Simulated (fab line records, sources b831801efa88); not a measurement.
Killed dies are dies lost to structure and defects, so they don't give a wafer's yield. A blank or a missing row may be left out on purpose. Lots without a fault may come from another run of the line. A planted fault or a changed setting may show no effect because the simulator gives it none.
Which tool did it? | flow sky130 | 7 lots, 21 wafers sampled, at 3 steps of a route of 708

WHAT THE GAUGES READ, wafer by wafer
SKY_CAPM_OVL_MEAS_12.
lot  | measured     | on         | CAPM_OVL (nm)
L984 | day 37 18:58 | overlay-02 | -2.8 -4.0 -3.7
L986 | day 38 17:44 | overlay-02 | -1.5 -2.1 -2.3
L992 | day 40 10:45 | overlay-02 | 0.1 1.4 2.1
L994 | day 41 04:25 | overlay-01 | -5.1 -3.6 -3.1
L999 | day 42 14:55 | overlay-02 | -1.3 -0.7 -0.5
L101 | day 43 00:15 | overlay-02 | 0.4 -0.4 -1.4
L105 | day 44 01:56 | overlay-01 | -2.3 -5.2 -2.3

WHICH TOOL RAN EACH LOT (tool, then ch and the chambers of the sampled wafers, then the start)
lot  | SKY_NWELL_CLEAN_00             | SKY_VIA2_CVD_21
L984 | wet_bench-04 ch 2, day 2 18:35 | cvd_w-01 ch 0, day 36 17:08
L986 | wet_bench-02 ch 2, day 3 07:50 | cvd_w-02 ch 0,1, day 37 15:44
L992 | wet_bench-02 ch 3, day 4 14:47 | cvd_w-02 ch 0,1, day 39 09:55
L994 | wet_bench-02 ch 2, day 5 01:05 | cvd_w-02 ch 0,1, day 40 02:55
L999 | wet_bench-04 ch 2, day 6 06:51 | cvd_w-01 ch 0,1, day 41 15:05
L101 | wet_bench-04 ch 1, day 6 12:40 | cvd_w-01 ch 0,1, day 42 00:53
L105 | wet_bench-04 ch 1, day 7 11:46 | cvd_w-02 ch 0,1, day 43 02:11
- SKY_NWELL_CLEAN_00: cleans in SC1/SC2, time 150 s.
- SKY_VIA2_CVD_21: deposits W, target thk 420 nm, time 126.4 s.

THE ANSWER, worked out from the rows above alone
Rule: what is usual is taken from the lots themselves. Put in order of their means at a reading, lots are off if they are a third of the lots or fewer, leave a main group of 4 or more, and stand apart from it by a gap of 3 or more times the standard deviation of the main group's means; of several such gaps the widest counts. A main group whose means are all the same, to the digits that the tables above print for the reading, isn't used. A lot without any number at a reading at which 4 lots or more have one is off too. The other lots that the step has rows for count as sound.
No lot is off at any reading shown: from this, nothing can be told.

WHAT THE SIMULATOR HAD PUT IN
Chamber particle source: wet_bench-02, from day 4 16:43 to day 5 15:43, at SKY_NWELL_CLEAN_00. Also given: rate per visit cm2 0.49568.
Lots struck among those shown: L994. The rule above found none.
